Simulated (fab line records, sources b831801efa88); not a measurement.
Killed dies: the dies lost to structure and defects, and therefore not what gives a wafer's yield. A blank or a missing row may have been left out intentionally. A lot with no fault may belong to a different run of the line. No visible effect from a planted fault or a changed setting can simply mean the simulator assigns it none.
Struck lot and sound lot, side by side | flow gf180mcu | 14 steps out of a route of 602
Sound: these wafers, L685.1, L685.2, L685.5. Wafers struck: L674.2, L674.3, L674.6. Last of all comes the cause.
Per side, at each step with rows, come the tool, then ch with its chambers, and then its first start. Under that, the readings that differ: sound wafers | struck wafers | difference of the means | sigmas: that difference in standard deviations of wafers without a fault.
alike: same words and numbers on both sides, and readings whose means sit less than 2 such deviations apart. not compared: any withheld reading, any reading some wafer has no value for, any bound like >300 that may hide the same value, and any number with overlapping values for which the record gives no deviation.
The two part at a step that has a row with sigmas, a row that says differs or no value, or rows on one side only. Numbers that have no deviation but don't overlap get no sigmas and don't part them. A reading missing from all wafers of one side parts the sides only when that side holds two or more wafers.

GF_POLY_GATE_OVL_MEAS_11:
  sound: overlay-01 at day 14 06:07; struck: overlay-01 at day 10 21:01
  alike: POLY_GATE_OVL
GF_POLY_GATE_ETCH_12: etches BARC in N2/H2.
  sound on rieDiel-03 ch 0,1, day 14 06:09; struck on rieDiel-02 ch 0,1,2, day 10 21:03
reading                  | sound                | struck               | difference | sigmas
drypumpMotorCurrentA (A) | 5.6 4.6 4.6          | 6.0 5.8 5.7          | +0.9       | +2
throttleValvePct (%)     | 13.211 13.205 13.208 | 13.222 13.235 13.227 | +0.020     | +2
  alike: oesProductAu
GF_POLY_GATE_ETCH_13: etches poly-Si in HBr/Cl2, stops on SiO2, target depth 198.5 nm, time 69.6 s.
  sound on rieSi-01 ch 1,2,3, day 14 06:12; struck on rieSi-02 ch 0,1,3, day 10 21:06
  alike: drypumpMotorCurrentA, oesProductAu, throttleValvePct
  not compared: rfHoursCounterH
GF_POLY_GATE_STRIP_14: strips in O2/N2.
  sound on plasmaAsher-04 ch 0,1, day 14 06:16; struck on plasmaAsher-01 ch 0,1, day 10 21:09
  alike: drypumpMotorCurrentA, heaterPowerW, oesProductAu
  not compared: rfHoursCounterH
then, 2 steps without rows for these wafers: GF_POLY_GATE_CLEAN_15 (cleans in SC1/SC2, time 150 s); GF_POLY_GATE_OXIDATION_16 (stabilise 600 s, purge 300 s, target thk 4 nm).
GF_POLY_GATE_THK_MEAS_17:
  sound: filmMetro-01 at day 14 07:50; struck: filmMetro-02 at day 10 22:55
reading                      | sound          | struck         | difference | sigmas
POLY_GATE_OXIDATION_THK (nm) | 3.95 3.92 3.89 | 4.08 4.13 4.10 | +0.18      | +2
GF_POLY_GATE_CD_MEAS_18:
  sound: cdSem-01 at day 14 07:53; struck: cdSem-02 at day 10 23:00
reading   | sound             | struck            | difference | sigmas
cdNm (nm) | 284.3 284.5 285.0 | 278.6 280.5 279.6 | -5.0       | -3
then, 4 steps without rows for these wafers: GF_HV_LDD_DEHYDRATE_00 (time 60 s); GF_HV_LDD_HMDS_01 (prime time 60 s); GF_HV_LDD_COAT_02 (resist thk 1000 nm); GF_HV_LDD_SOFTBAKE_03 (time 60 s).
GF_HV_LDD_EXPOSE_04: exposes mask Nplus LV AREA, target cd 400 nm.
  sound on ilineStepper-02 ch 0, day 14 18:20; struck on ilineStepper-02, day 11 07:28
  no value came back on the struck wafers for exposureDoseMJCm2, focusOffsetNm (nm); on the sound wafers exposureDoseMJCm2 reads 139.95 139.82 139.79
  alike: mask
following that, these wafers have no rows for 1 step: GF_HV_LDD_PEB_05.

## WHERE THEY PART
At GF_POLY_GATE_ETCH_12 first; at GF_HV_LDD_EXPOSE_04 last (within this record only).

WHY: what the simulator had put in
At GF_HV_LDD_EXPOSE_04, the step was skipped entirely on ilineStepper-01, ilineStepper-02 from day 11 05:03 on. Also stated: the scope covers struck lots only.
